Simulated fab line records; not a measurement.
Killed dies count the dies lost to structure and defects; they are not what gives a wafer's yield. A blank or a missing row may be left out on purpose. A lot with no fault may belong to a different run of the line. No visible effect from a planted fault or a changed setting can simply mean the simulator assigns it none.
fab line records    flow sky130
record: lots: 11  wafers: 33  last_day: 50
route steps=708 shown METAL2@484 VIA2@510 METAL3@533 PAD_OPEN@708
lots with no fault: from the same line, run without faults
start_h: hours from the record's opening day to when the first of the lot's shown wafers began    wait_h: hours elapsed since this lot's preceding step    " as in the row above    L1.1+2: a row that stands for several wafers    - either no value or no given start    * or withheld: withheld    < > ~ a bound
route shown NAME@n: names a module that has steps shown in the file, with the first one's number in the route    usual: mean/standard deviation of fault-free wafers    same: alike in all rows    chamber/n: place in a boat    sites: the reading at each site    _std_site: standard deviation of those values    _edge_site: mean of outer sites minus mean of inner sites    radius_mm: for every site, how far away it sits from the centre of the wafer    mask NAME#n: copy n    behind: the most recent tool/chamber to have shaped the wafer    hold: what put the lot on hold/how long, in hours/how the hold closed    device: transistor that didn't switch, given as n, p or np    end of line: the tests these same wafers got at the end of their route    for a step that has no rows: nothing shown but its recipe    killed: not the wafer's yield, but the dies lost to structure and defects at the first sort    map: dies across one wafer; x = killed, . = not, _ = none there
set.NAME: the run value of the setting; set.NAME@STEP: its run value at that earlier step    model.NAME: the simulator's own value behind a step, which no gauge read
the route's steps for a sample of lots (tables are steps, rows are wafers)
services: when a tool's chamber went out of use (start_h, in hours from the record's first day, below 0 if earlier), for how many hours, and the reason
== steps ==
step: SKY_METAL2_SPUTTER_01
recipe: material: TiN  target_thk_nm: 20  power_w: 6500  time_s: 16.7  chamber_pressure_pa: 0.4
usual: throttle_valve_pct: 29.8/1
lot.wafer  tool            chamber  start_h  wait_h  throttle_valve_pct
L567.2     pvd_sputter-01  -        803.04   0.0     30.0
L567.3     "               -        "        "       29.3
L567.5     "               -        "        "       29.1
L568.2     pvd_sputter-01  -        814.88   0.0     30.2
L568.3     "               -        "        "       29.0
L568.4     "               -        "        "       30.7
L571.4     pvd_sputter-01  -        828.64   0.0     29.4
L571.5     "               -        "        "       30.9
L571.6     "               -        "        "       30.2
L578.2     pvd_sputter-01  -        885.63   0.0     31.1
L578.4     "               -        "        "       30.5
L578.6     "               -        "        "       29.3
L581.2     pvd_sputter-02  -        905.43   0.0     30.3
L581.5     "               -        "        "       30.4
L581.6     "               -        "        "       29.3
L583.2     pvd_sputter-04  -        917.16   0.0     29.1
L583.3     "               -        "        "       27.9
L583.4     "               -        "        "       28.6
L584.1     pvd_sputter-02  -        923.68   0.0     28.1
L584.2     "               -        "        "       30.2
L584.4     "               -        "        "       30.6
L585.1     pvd_sputter-04  -        926.16   0.0     31.6
L585.5     "               -        "        "       28.5
L585.6     "               -        "        "       31.6
L586.1     pvd_sputter-02  -        932.88   0.0     30.7
L586.3     "               -        "        "       28.3
L586.5     "               -        "        "       29.4
L588.2     pvd_sputter-04  -        942.67   0.0     28.3
L588.3     "               -        "        "       31.5
L588.6     "               -        "        "       29.0
L589.1     pvd_sputter-02  -        953.07   0.0     28.0
L589.3     "               -        "        "       30.1
L589.6     "               -        "        "       28.2
step: SKY_VIA2_BOW_MEAS_03
recipe: mode: bow
usual: VIA2_BOW: 88/7.1
lot.wafer  tool           chamber  start_h  wait_h  VIA2_BOW[um]
L567.2     film_metro-01  -        830.21   0.2     89
L567.3     "              -        "        "       98
L567.5     "              -        "        "       82
L568.2     film_metro-03  -        841.95   0.1     88
L568.3     "              -        "        "       86
L568.4     "              -        "        "       87
L571.4     film_metro-01  -        855.01   0.2     79
L571.5     "              -        "        "       99
L571.6     "              -        "        "       92
L578.2     film_metro-01  -        912.10   0.1     82
L578.4     "              -        "        "       98
L578.6     "              -        "        "       87
L581.2     film_metro-03  -        931.88   0.2     78
L581.5     "              -        "        "       91
L581.6     "              -        "        "       90
L583.2     film_metro-02  -        943.25   0.1     82
L583.3     "              -        "        "       82
L583.4     "              -        "        "       86
L584.1     film_metro-03  -        949.83   0.2     86
L584.2     "              -        "        "       92
L584.4     "              -        "        "       88
L585.1     film_metro-03  -        951.84   0.2     90
L585.5     "              -        "        "       93
L585.6     "              -        "        "       92
L586.1     film_metro-02  -        959.03   0.1     87
L586.3     "              -        "        "       90
L586.5     "              -        "        "       84
L588.2     film_metro-02  -        968.61   0.2     84
L588.3     "              -        "        "       84
L588.6     "              -        "        "       83
L589.1     film_metro-01  -        978.71   0.2     81
L589.3     "              -        "        "       85
L589.6     "              -        "        "       93
step: SKY_VIA2_ETCH_15
recipe: target: SiO2  chemistry: C4F8/O2/Ar  target_depth_nm: 546  stop_on: TiN  mask_material: KrF-thick  source_w: 1500  bias_w: 1200  pressure_mtorr: 40  c4f8_flow_sccm: withheld  O2_flow_sccm: 6  Ar_flow_sccm: 300  time_s: 84
usual: bias_w: 1199/4.2  oes_product_au: 0.939/0.0051  rf_fwd_power_W: 1489/5.3  run_length_s: 112.2/0.45
lot.wafer  tool         chamber  start_h  wait_h  bias_w  oes_product_au  rf_fwd_power_W  rf_hours_counter_h  run_length_s
L567.2     rie_diel-03  3        856.23   0.0     1201    0.942           1492            1                   112.1
L567.3     "            2        "        "       1198    0.950           1485            3                   111.6
L567.5     "            0        "        "       1201    0.937           1491            -                   112.2
L568.2     rie_diel-03  2        867.77   0.0     1203    0.948           1476            3                   112.0
L568.3     "            0        "        "       1196    0.726           1491            23                  162.1
L568.4     "            3        "        "       1191    0.731           1496            1                   162.1
L571.4     rie_diel-03  1        880.97   0.0     1199    0.738           1509            6                   162.8
L571.5     "            0        "        "       1204    0.943           1496            -                   112.1
L571.6     "            3        "        "       1202    0.932           1489            -                   112.1
L578.2     rie_diel-04  0        937.14   0.0     1204    0.940           1494            12                  112.0
L578.4     "            3        "        "       1197    0.932           1487            3                   111.8
L578.6     "            1        "        "       1197    0.940           1487            -                   112.8
L581.2     rie_diel-01  2        956.07   0.0     1200    0.937           1482            7                   112.3
L581.5     "            1        "        "       1199    0.941           1487            -                   112.3
L581.6     "            0        "        "       1198    0.943           1493            -                   111.9
L583.2     rie_diel-03  1        967.32   0.0     1197    0.931           1492            7                   112.7
L583.3     "            2        "        "       1206    0.945           1479            5                   111.9
L583.4     "            3        "        "       1199    0.941           1489            4                   112.2
L584.1     rie_diel-03  0        973.56   0.0     1197    0.949           1495            26                  112.2
L584.2     "            1        "        "       1189    0.944           1490            7                   113.4
L584.4     "            2        "        "       1194    0.938           1493            6                   111.8
L585.1     rie_diel-04  1        976.57   0.0     1202    0.943           1489            9                   112.6
L585.5     "            0        "        "       1197    0.942           1489            -                   111.9
L585.6     "            1        "        "       1202    0.954           1481            -                   113.2
L586.1     rie_diel-01  1        982.59   0.0     1194    0.938           1493            3                   112.2
L586.3     "            3        "        "       1196    0.941           1474            12                  111.9
L586.5     "            1        "        "       1200    0.937           1491            -                   111.7
L588.2     rie_diel-03  2        993.14   0.0     1194    0.931           1474            6                   112.3
L588.3     "            0        "        "       1197    0.931           1495            26                  113.0
L588.6     "            0        "        "       1197    0.943           1492            -                   112.2
L589.1     rie_diel-01  1        1002.74  0.0     1197    0.934           1492            3                   112.1
L589.3     "            2        "        "       1202    0.940           1485            8                   112.0
L589.6     "            1        "        "       1207    0.925           1493            -                   112.0
step: SKY_VIA2_STRIP_16
recipe: chemistry: O2/N2  power_w: 1400  pressure_mtorr: 1500  platen_temp_c: withheld  o2_flow_sccm: 3000  n2_flow_sccm: 300  overash_fraction: 0.5
usual: drypump_motor_current_A: 5.8/0.46  oes_product_au: 0.398/0.0042  strip_time_to_endpoint_s: 4.046/0.021
lot.wafer  tool             chamber  start_h  wait_h  drypump_motor_current_A  oes_product_au  rf_hours_counter_h  strip_time_to_endpoint_s
L567.2     plasma_asher-01  0        856.30   0.0     5.6                      0.398           10                  4.060
L567.3     "                0        "        "       5.5                      0.395           -                   4.069
L567.5     "                0        "        "       5.5                      0.405           -                   4.060
L568.2     plasma_asher-03  0        867.83   0.0     5.4                      0.400           70                  4.007
L568.3     "                0        "        "       5.4                      0.370           -                   3.360
L568.4     "                1        "        "       6.5                      0.367           -                   3.356
L571.4     plasma_asher-01  0        881.07   0.1     5.5                      0.364           -                   3.370
L571.5     "                1        "        "       6.0                      0.400           -                   4.060
L571.6     "                0        "        "       5.5                      0.401           -                   4.047
L578.2     plasma_asher-03  0        937.20   0.0     5.4                      0.404           77                  4.043
L578.4     "                0        "        "       5.4                      0.395           -                   4.033
L578.6     "                0        "        "       5.4                      0.389           -                   4.049
L581.2     plasma_asher-03  1        956.13   0.0     6.6                      0.399           79                  4.061
L581.5     "                1        "        "       6.6                      0.397           -                   4.028
L581.6     "                0        "        "       5.5                      0.401           -                   4.021
L583.2     plasma_asher-04  0        967.38   0.0     5.3                      0.400           116                 4.029
L583.3     "                0        "        "       5.4                      0.397           -                   4.042
L583.4     "                1        "        "       5.8                      0.403           -                   4.036
L584.1     plasma_asher-03  0        973.62   0.0     5.4                      0.388           81                  4.034
L584.2     "                1        "        "       6.6                      0.401           81                  4.031
L584.4     "                1        "        "       6.6                      0.399           -                   4.011
L585.1     plasma_asher-04  0        976.63   0.0     5.3                      0.397           117                 4.029
L585.5     "                1        "        "       5.8                      0.391           -                   4.030
L585.6     "                0        "        "       5.3                      0.395           -                   4.024
L586.1     plasma_asher-01  1        982.65   0.0     6.0                      0.394           23                  4.073
L586.3     "                1        "        "       6.0                      0.404           -                   4.072
L586.5     "                0        "        "       5.5                      0.401           -                   4.057
L588.2     plasma_asher-01  1        993.20   0.0     6.0                      0.411           23                  4.024
L588.3     "                0        "        "       5.6                      0.407           -                   4.065
L588.6     "                1        "        "       6.0                      0.396           -                   4.039
L589.1     plasma_asher-03  1        1002.80  0.0     6.6                      0.400           84                  4.002
L589.3     "                1        "        "       6.6                      0.398           -                   4.057
L589.6     "                1        "        "       6.6                      0.405           -                   3.989
step: SKY_METAL3_SPUTTER_01
recipe: material: TiN  target_thk_nm: 20  power_w: 6500  time_s: 16.7  chamber_pressure_pa: 0.4
usual: throttle_valve_pct: 30.2/0.99
lot.wafer  tool            chamber  start_h  wait_h  throttle_valve_pct
L567.2     pvd_sputter-03  -        857.72   0.0     30.4
L567.3     "               -        "        "       30.6
L567.5     "               -        "        "       29.7
L568.2     pvd_sputter-01  -        869.12   0.0     30.2
L568.3     "               -        "        "       30.8
L568.4     "               -        "        "       29.7
L571.4     pvd_sputter-01  -        882.34   0.0     30.2
L571.5     "               -        "        "       30.2
L571.6     "               -        "        "       29.3
L578.2     pvd_sputter-03  -        938.52   0.0     32.1
L578.4     "               -        "        "       30.2
L578.6     "               -        "        "       30.7
L581.2     pvd_sputter-03  -        957.49   0.0     29.6
L581.5     "               -        "        "       29.6
L581.6     "               -        "        "       30.1
L583.2     pvd_sputter-04  -        969.08   0.0     28.1
L583.3     "               -        "        "       29.0
L583.4     "               -        "        "       31.7
L584.1     pvd_sputter-01  -        974.92   0.0     30.2
L584.2     "               -        "        "       30.0
L584.4     "               -        "        "       29.9
L585.1     pvd_sputter-03  -        977.92   0.0     30.9
L585.5     "               -        "        "       30.4
L585.6     "               -        "        "       31.0
L586.1     pvd_sputter-01  -        983.93   0.0     29.2
L586.3     "               -        "        "       30.3
L586.5     "               -        "        "       29.1
L588.2     pvd_sputter-03  -        994.48   0.0     30.7
L588.3     "               -        "        "       30.1
L588.6     "               -        "        "       30.3
L589.1     pvd_sputter-03  -        1004.73  0.0     30.2
L589.3     "               -        "        "       29.5
L589.6     "               -        "        "       31.9
step: SKY_PAD_OPEN_PROBE_99
usual: defect_limited_yield: 82.3/2  killed_at_M0_to_M3: 43/7.3  killed_at_M4_up: 3.2/1.8  killed_at_contacts: 24/5.8  killed_at_front_end: 16/4.5  killed_at_other: 0.3/0.53  killed_dies: 87/9.9  killed_on_rim: 17/3.8  killed_open: 48/6.8  killed_short: 39/6.9  sort_bin_3_pad_short: 0.8/0.42  sort_bin_5_function: 10.4/1.6  sort_bin_6_memory: 6.4/1.2  sort_n_pass: 405/9.9  sort_yield_pct: 82.3/2
same: gross_dies: 492  killed_at_back_side: 0  sort_bin_4_leakage[%]: 0  sort_bin_8_speed[%]: 0
lot.wafer  tool       chamber  start_h  wait_h  defect_limited_yield[%]  killed_at_M0_to_M3  killed_at_M4_up  killed_at_contacts  killed_at_front_end  killed_at_other  killed_dies  killed_on_rim  killed_open  killed_short  sort_bin_3_pad_short[%]  sort_bin_5_function[%]  sort_bin_6_memory[%]  sort_n_pass  sort_yield_pct[%]
L568.2     prober-01  -        1092.94  0.1     86.0                     28                  4                17                  19                   1                69           10             36           33            0.4                      8.1                     5.5                   423          86.0
L568.3     prober-01  -        1092.99  0.2     84.1                     43                  2                16                  16                   1                78           18             50           28            0.8                      10.8                    4.3                   414          84.1
L568.4     prober-01  -        1093.04  0.2     83.7                     50                  1                12                  17                   0                80           22             49           31            0.6                      9.8                     5.9                   412          83.7
L581.2     prober-02  -        1158.31  0.1     82.7                     50                  3                19                  13                   0                85           20             50           35            0                        10.4                    6.9                   407          82.7
L581.5     prober-02  -        1158.46  0.2     86.4                     35                  4                18                  10                   0                67           13             37           30            0.6                      6.7                     6.3                   425          86.4
L581.6     prober-02  -        1158.51  0.2     83.9                     40                  5                17                  17                   0                79           15             39           40            0.6                      10.4                    5.1                   413          83.9
L583.2     prober-02  -        1168.10  0.1     81.3                     48                  3                29                  12                   0                92           15             56           36            0.4                      9.6                     8.7                   400          81.3
L583.3     prober-02  -        1168.15  0.2     80.7                     40                  5                23                  27                   0                95           15             47           48            1.2                      11.6                    6.5                   397          80.7
L583.4     prober-02  -        1168.20  0.2     81.7                     52                  5                16                  17                   0                90           22             42           48            1.2                      10.0                    7.1                   402          81.7
L585.1     prober-02  -        1174.73  0.1     81.3                     44                  3                24                  20                   1                92           18             60           32            1.2                      11.4                    6.1                   400          81.3
L585.5     prober-02  -        1174.93  0.2     83.5                     41                  3                23                  14                   0                81           20             46           35            0.6                      10.4                    5.5                   411          83.5
L585.6     prober-02  -        1174.98  0.2     82.5                     42                  5                24                  15                   0                86           15             45           41            1.0                      9.1                     7.3                   406          82.5
L586.1     prober-01  -        1177.06  0.1     85.2                     39                  1                25                  8                    0                73           16             44           29            1.0                      6.9                     6.9                   419          85.2
L586.3     prober-01  -        1177.16  0.2     85.8                     39                  2                22                  7                    0                70           11             42           28            0                        8.5                     5.7                   422          85.8
L586.5     prober-01  -        1177.26  0.2     82.7                     34                  5                27                  19                   0                85           20             50           35            1.0                      10.4                    5.9                   407          82.7
killed by level:class
L568.2 VIA3:geometric_particle:open=9 CONTACT:geometric_particle:open=8 VIA1:geometric_particle:open=8 POLY_GATE:geometric_particle:short=7 CONTACT:geometric_particle:short=6 POLY_GATE:geometric_particle:open=4 METAL4:geometric_particle:short=4 VIA3:geometric_particle:short=3
L568.3 VIA3:geometric_particle:open=11 CONTACT:geometric_particle:open=10 VIA1:geometric_particle:open=10 POLY_GATE:geometric_particle:open=5 METAL1:geometric_particle:short=5 POLY_GATE:geometric_particle:short=4 VIA1:geometric_particle:short=4 VIA3:geometric_particle:short=3
L568.4 VIA1:geometric_particle:open=12 VIA3:geometric_particle:open=10 METAL1:geometric_particle:short=7 VIA2:geometric_particle:open=7 LI_CONTACT:geometric_particle:open=6 FIELD_ISO:geometric_particle:short=5 POLY_GATE:geometric_particle:short=4 VIA1:geometric_particle:short=4
L581.2 VIA1:geometric_particle:open=11 VIA2:geometric_particle:open=9 CONTACT:geometric_particle:open=8 VIA3:geometric_particle:open=7 FIELD_ISO:geometric_particle:open=6 CONTACT:geometric_particle:short=6 FIELD_ISO:geometric_particle:short=5 METAL1:geometric_particle:short=5
L581.5 VIA1:geometric_particle:open=9 CONTACT:geometric_particle:open=6 POLY_GATE:geometric_particle:open=5 FIELD_ISO:geometric_particle:open=4 VIA2:geometric_particle:short=4 LOCAL_INTERCONNECT:geometric_particle:short=4 CONTACT:geometric_particle:short=4 METAL1:geometric_particle:short=4
L581.6 VIA1:geometric_particle:open=11 FIELD_ISO:geometric_particle:short=9 LI_CONTACT:geometric_particle:open=6 METAL2:geometric_particle:short=6 METAL1:geometric_particle:short=5 METAL4:geometric_particle:short=5 CONTACT:geometric_particle:open=4 VIA2:geometric_particle:open=4
L583.2 CONTACT:geometric_particle:open=14 VIA1:geometric_particle:open=11 VIA1:geometric_particle:short=9 LI_CONTACT:geometric_particle:open=8 VIA2:geometric_particle:open=6 FIELD_ISO:geometric_particle:open=5 METAL1:geometric_particle:short=4 METAL2:geometric_particle:short=4
L583.3 VIA1:geometric_particle:open=8 FIELD_ISO:geometric_particle:short=7 VIA3:geometric_particle:open=7 LI_CONTACT:geometric_particle:open=6 VIA2:geometric_particle:open=6 SPACER:geometric_particle:short=5 LOCAL_INTERCONNECT:geometric_particle:short=5 CONTACT:geometric_particle:short=5
L583.4 VIA2:geometric_particle:open=11 VIA1:geometric_particle:open=10 FIELD_ISO:geometric_particle:short=8 VIA1:geometric_particle:short=7 VIA3:geometric_particle:open=6 LOCAL_INTERCONNECT:geometric_particle:short=5 LI_CONTACT:geometric_particle:open=5 CONTACT:geometric_particle:open=5
L585.1 VIA1:geometric_particle:open=15 CONTACT:geometric_particle:open=11 VIA2:geometric_particle:open=7 FIELD_ISO:geometric_particle:open=5 METAL2:geometric_particle:short=5 FIELD_ISO:geometric_particle:short=4 POLY_GATE:geometric_particle:open=4 LOCAL_INTERCONNECT:geometric_particle:short=4
L585.5 METAL2:geometric_particle:short=10 CONTACT:geometric_particle:open=9 VIA1:geometric_particle:open=9 POLY_GATE:geometric_particle:open=6 METAL2:geometric_particle:open=6 VIA2:geometric_particle:open=5 LI_CONTACT:geometric_particle:open=4 LOCAL_INTERCONNECT:geometric_particle:short=4
L585.6 CONTACT:geometric_particle:open=10 VIA1:geometric_particle:short=7 VIA1:geometric_particle:open=7 VIA3:geometric_particle:open=7 FIELD_ISO:geometric_particle:open=6 CONTACT:geometric_particle:short=6 METAL1:geometric_particle:short=6 LI_CONTACT:geometric_particle:open=5
L586.1 VIA3:geometric_particle:open=12 VIA2:geometric_particle:open=10 LI_CONTACT:geometric_particle:open=8 LOCAL_INTERCONNECT:geometric_particle:short=8 CONTACT:geometric_particle:open=6 METAL1:geometric_particle:short=6 METAL2:geometric_particle:short=4 FIELD_ISO:geometric_particle:open=3
L586.3 CONTACT:geometric_particle:open=11 VIA1:geometric_particle:open=8 VIA2:geometric_particle:open=7 VIA3:geometric_particle:open=5 FIELD_ISO:geometric_particle:short=4 METAL1:geometric_particle:short=4 LI_CONTACT:geometric_particle:open=3 VIA2:geometric_particle:short=3
L586.5 VIA2:geometric_particle:open=9 LOCAL_INTERCONNECT:geometric_particle:short=8 CONTACT:geometric_particle:open=8 VIA3:geometric_particle:open=7 POLY_GATE:geometric_particle:open=6 LI_CONTACT:geometric_particle:open=6 SPACER:geometric_particle:open=4 CONTACT:geometric_particle:short=4
== services ==
tool             chamber  start_h  hours  kind
pvd_sputter-02   -        788.64   0.7    repair
plasma_asher-03  -        789.53   5.8    repair
rie_diel-03      1        794.27   3.6    repair
pvd_sputter-02   -        796.09   1.0    repair
plasma_asher-03  -        797.00   2.9    repair
pvd_sputter-03   -        806.96   1.1    repair
rie_diel-03      3        809.74   -      clean
rie_diel-04      0        817.83   17.6   repair
rie_diel-03      3        850.34   2.0    repair
rie_diel-04      2        861.71   1.9    repair
plasma_asher-04  -        870.05   0.7    repair
plasma_asher-03  -        880.53   1.2    repair
rie_diel-01      2        884.93   14.6   repair
rie_diel-04      0        887.55   16.5   repair
rie_diel-04      3        892.80   1.5    repair
pvd_sputter-04   -        893.05   2.2    repair
rie_diel-03      -        894.21   28.1   pm
rie_diel-03      0        927.88   3.5    repair
pvd_sputter-03   -        966.99   1.4    repair
rie_diel-04      2        968.67   16.7   repair
rie_diel-04      -        979.03   0.4    repair
rie_diel-01      -        991.22   2.8    pm
rie_diel-03      3        992.40   1.3    repair
pvd_sputter-03   -        997.30   3.7    repair
== key ==
first_sign: step: SKY_VIA2_ETCH_15  reading: run_length_s  direction: up  sigmas: 99+  usual: *  struck: *
effect: step: SKY_VIA2_ETCH_15  reading: oes_product_au  direction: down  sigmas: 40  usual: 0.939  struck: 0.732
effect: step: SKY_VIA2_STRIP_16  reading: strip_time_to_endpoint_s  direction: down  sigmas: 32  usual: *  struck: *
met_at SKY_VIA2_ETCH_15
struck_lots L568,L571
struck_wafers L568.3,L568.4,L571.4
not_acting_at SKY_METAL2_SPUTTER_01,SKY_VIA2_BOW_MEAS_03,SKY_METAL3_SPUTTER_01
onset_between 856.23 867.77
fault: kind: process_parameter_drift  tool: rie_diel-03  chamber: -  onset_h: 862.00  steps: SKY_VIA2_ETCH_15  channel: time_s  offset: *  shape: step  end_h: 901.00  scope: struck_wafers_only  acts_in: *  stated: *
